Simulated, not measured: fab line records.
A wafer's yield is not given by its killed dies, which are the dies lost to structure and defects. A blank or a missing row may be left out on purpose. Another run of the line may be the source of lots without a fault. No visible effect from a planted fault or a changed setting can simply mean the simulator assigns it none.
Matching of chambers || flow sfq line || 4 sister chambers for SFQ_TRILAYER_I6_CMP_CMP_166 on cmp-01
The step polishes SiO2. 18 wafers are shown with their chamber, then 9 later ones without.

## WAFERS, EACH WITH ITS CHAMBER
{"wafer": "L588.3", "chamber": 1, "motor current A (A)": 9.1, "time to endpoint s (s)": 210, "slurry flow ml min": 149.8}
{"wafer": "L588.2", "chamber": 3, "motor current A (A)": 10.1, "time to endpoint s (s)": 213, "slurry flow ml min": 150.2}
{"wafer": "L588.6", "chamber": 0, "motor current A (A)": 10.2, "time to endpoint s (s)": 210, "slurry flow ml min": 149.6}
{"wafer": "L589.1", "chamber": 1, "motor current A (A)": 9.2, "time to endpoint s (s)": 205, "slurry flow ml min": 149.6}
{"wafer": "L589.4", "chamber": 0, "motor current A (A)": 10.3, "time to endpoint s (s)": 209, "slurry flow ml min": 149.9}
{"wafer": "L589.6", "chamber": 1, "motor current A (A)": 9.3, "time to endpoint s (s)": 219, "slurry flow ml min": 149.8}
{"wafer": "L591.2", "chamber": 1, "motor current A (A)": 8.9, "time to endpoint s (s)": 213, "slurry flow ml min": 150.6}
{"wafer": "L591.4", "chamber": 0, "motor current A (A)": 10.2, "time to endpoint s (s)": 212, "slurry flow ml min": 149.5}
{"wafer": "L591.5", "chamber": 0, "motor current A (A)": 10.2, "time to endpoint s (s)": 209, "slurry flow ml min": 149.8}
{"wafer": "L593.2", "chamber": 3, "motor current A (A)": 9.3, "time to endpoint s (s)": 227, "slurry flow ml min": 150.5}
{"wafer": "L593.4", "chamber": 2, "motor current A (A)": 10.7, "time to endpoint s (s)": 235, "slurry flow ml min": 150.7}
{"wafer": "L593.6", "chamber": 1, "motor current A (A)": 9.1, "time to endpoint s (s)": 222, "slurry flow ml min": 150.6}
{"wafer": "L595.4", "chamber": 3, "motor current A (A)": 10.0, "time to endpoint s (s)": 238, "slurry flow ml min": 150.1}
{"wafer": "L595.1", "chamber": 2, "motor current A (A)": 10.8, "time to endpoint s (s)": 230, "slurry flow ml min": 150.0}
{"wafer": "L595.5", "chamber": 3, "motor current A (A)": 9.6, "time to endpoint s (s)": 240, "slurry flow ml min": 149.5}
{"wafer": "L599.4", "chamber": 0, "motor current A (A)": 10.1, "time to endpoint s (s)": 228, "slurry flow ml min": 149.4}
{"wafer": "L599.5", "chamber": 3, "motor current A (A)": 9.5, "time to endpoint s (s)": 235, "slurry flow ml min": 149.8}
{"wafer": "L599.6", "chamber": 2, "motor current A (A)": 11.3, "time to endpoint s (s)": 231, "slurry flow ml min": 149.8}

SIGNATURES, as means of the wafers listed above
{"reading": "motor current A", "chamber 0": 10.200, "chamber 1": 9.120, "chamber 2": 10.933, "chamber 3": 9.700, "scatter within a chamber": 0.235}
{"reading": "time to endpoint s", "chamber 0": 213.60, "chamber 1": 213.80, "chamber 2": 232.00, "chamber 3": 230.60, "scatter within a chamber": 8.24}
{"reading": "slurry flow ml min", "chamber 0": 149.640, "chamber 1": 150.080, "chamber 2": 150.167, "chamber 3": 150.020, "scatter within a chamber": 0.39}
Rule: a wafer lies at a distance from a chamber equal to the root of the sum of squares, over the readings, of (its reading less the chamber's mean, divided by the reading's scatter). If the next closest chamber is less than 2 further off than the closest, the wafer can't be placed; otherwise it belongs to the closest. The scatter: the root of (the sum of the squares of (reading less its chamber's mean) over the shown wafers, divided by (wafers less chambers)).

## WAFERS MISSING THEIR CHAMBER
{"wafer": "L600.1", "motor current A (A)": 10.8, "time to endpoint s (s)": 209, "slurry flow ml min": 150.7}
{"wafer": "L600.5", "motor current A (A)": 9.8, "time to endpoint s (s)": 230, "slurry flow ml min": 150.0}
{"wafer": "L600.6", "motor current A (A)": 11.5, "time to endpoint s (s)": 224, "slurry flow ml min": 150.1}
{"wafer": "L606.1", "motor current A (A)": 9.5, "time to endpoint s (s)": 221, "slurry flow ml min": 149.4}
{"wafer": "L606.3", "motor current A (A)": 11.0, "time to endpoint s (s)": 223, "slurry flow ml min": 150.0}
{"wafer": "L606.5", "motor current A (A)": 10.6, "time to endpoint s (s)": 223, "slurry flow ml min": 150.3}
{"wafer": "L611.3", "motor current A (A)": 9.6, "time to endpoint s (s)": 217, "slurry flow ml min": 150.8}
{"wafer": "L611.4", "motor current A (A)": 11.1, "time to endpoint s (s)": 214, "slurry flow ml min": 150.9}
{"wafer": "L611.6", "motor current A (A)": 11.0, "time to endpoint s (s)": 219, "slurry flow ml min": 150.4}

## EACH ONE'S CHAMBER
{"wafer": "L600.1", "from the rows above": "can't be placed: 2 or 0", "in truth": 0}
{"wafer": "L600.5", "from the rows above": 3, "in truth": 3}
{"wafer": "L600.6", "from the rows above": 2, "in truth": 2}
{"wafer": "L606.1", "from the rows above": "can't be placed: 3 or 1 or 0", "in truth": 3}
{"wafer": "L606.3", "from the rows above": 2, "in truth": 2}
{"wafer": "L606.5", "from the rows above": "can't be placed: 2 or 0", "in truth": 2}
{"wafer": "L611.3", "from the rows above": "can't be placed: 3 or 1 or 0", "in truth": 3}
{"wafer": "L611.4", "from the rows above": 2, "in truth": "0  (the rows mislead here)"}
{"wafer": "L611.6", "from the rows above": 2, "in truth": 2}
Correct placement for 4 of the 9. From these rows, 4 cannot be placed; in 4 the true chamber is one of the candidates. Wrongly placed: 1.
